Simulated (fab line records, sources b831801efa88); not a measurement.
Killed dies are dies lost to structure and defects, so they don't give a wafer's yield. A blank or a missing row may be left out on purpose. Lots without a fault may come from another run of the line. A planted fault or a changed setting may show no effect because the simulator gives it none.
Which tool did it? | flow sky130 | 13 lots, 39 wafers sampled, at 2 steps of a route of 708

WHAT THE GAUGES READ, wafer by wafer
SKY_LI_CONTACT_OVL_MEAS_13. Usual: LI_CONTACT_OVL -1 nm, standard deviation 4.6.
lot  | measured     | on         | LI_CONTACT_OVL (nm) | flag
L319 | day 28 14:13 | overlay-02 | -3 -4 -4            |
L320 | day 28 21:40 | overlay-02 | 3 4 4               |
L322 | day 30 07:55 | overlay-02 | 4 2 5               |
L324 | day 30 18:34 | overlay-02 | -8 -8 -3            |
L326 | day 31 15:46 | overlay-02 | -8 0 -7             |
L332 | day 33 09:07 | overlay-02 | -6 -1 2             |
L335 | day 34 09:10 | overlay-02 | 3 2 -5              |
L336 | day 34 10:25 | overlay-02 | 2 -5 2              |
L338 | day 36 12:11 | overlay-02 | -4 0 3              |
L339 | day 36 13:55 | overlay-02 | -12 -5 -4           |
L340 | day 36 15:52 | overlay-01 | -1 -8 -8            |
L341 | day 36 16:34 | overlay-01 | 7 9 2               |
L342 | day 36 20:26 | overlay-01 | -1 -4 -2            |

WHICH TOOL RAN EACH LOT (tool, then ch and the chambers of the sampled wafers, then the start)
lot  | SKY_LI_CONTACT_CMP_02
L319 | cmp-01 ch 1,2, day 27 09:46
L320 | cmp-02 ch 1,2,3, day 27 16:04
L322 | cmp-01 ch 0,1,2, day 29 03:37
L324 | cmp-01 ch 0,1,3, day 29 15:58
L326 | cmp-01 ch 0,3, day 30 14:46
L332 | cmp-02 ch 0,1,3, day 32 05:15
L335 | cmp-02 ch 0,2,3, day 33 07:47
L336 | cmp-01 ch 0,2,3, day 33 08:35
L338 | cmp-01 ch 0,2,3, day 35 10:14
L339 | cmp-01 ch 0,2,3, day 35 11:34
L340 | cmp-01 ch 0,1,3, day 35 13:10
L341 | cmp-01 ch 0,2, day 35 14:40
L342 | cmp-01 ch 0,1,2, day 35 17:51
- SKY_LI_CONTACT_CMP_02: polishes PSG.

WHAT THE TOOLS THEMSELVES READ (means of the sampled wafers that have a number; where no wafer has one, the mark that the record gives instead)
SKY_LI_CONTACT_CMP_02. Usual: motor_current_A 11.4 A, standard deviation 1.1; time_to_endpoint_s 32.2 s, standard deviation 2.5.
lot  | tool   | motor_current_A (A) | time_to_endpoint_s (s) | flag
L319 | cmp-01 | 10.8                | 32.7                   |
L320 | cmp-02 | 11.9                | 30.0                   |
L322 | cmp-01 | 11.0                | 32.8                   |
L324 | cmp-01 | 10.7                | 27.9                   |
L326 | cmp-01 | 11.1                | 33.5                   |
L332 | cmp-02 | 12.1                | 34.5                   |
L335 | cmp-02 | 12.9                | 36.8                   |
L336 | cmp-01 | 10.8                | 31.3                   |
L338 | cmp-01 | 10.9                | 30.5                   |
L339 | cmp-01 | 11.1                | 30.2                   |
L340 | cmp-01 | 10.6                | 33.0                   |
L341 | cmp-01 | 11.5                | 33.6                   |
L342 | cmp-01 | 11.1                | 30.7                   |

THE ANSWER, worked out from the rows above alone
Rule: a lot is off if the mean of its wafers that have a number lies more than 3 standard deviations from the usual mean. A lot without any number at a reading at which 4 lots or more have one is off too. The other lots that the step has rows for count as sound. The gauges are gone through in route order, then the tools' own readings, and for those a lot's mean is taken as printed above. The first step at which some lot is off is used, and at that step the reading that is off furthest; a lot without a number counts as furthest.
No lot is off at any reading shown: from this, nothing can be told.

WHAT THE SIMULATOR HAD PUT IN
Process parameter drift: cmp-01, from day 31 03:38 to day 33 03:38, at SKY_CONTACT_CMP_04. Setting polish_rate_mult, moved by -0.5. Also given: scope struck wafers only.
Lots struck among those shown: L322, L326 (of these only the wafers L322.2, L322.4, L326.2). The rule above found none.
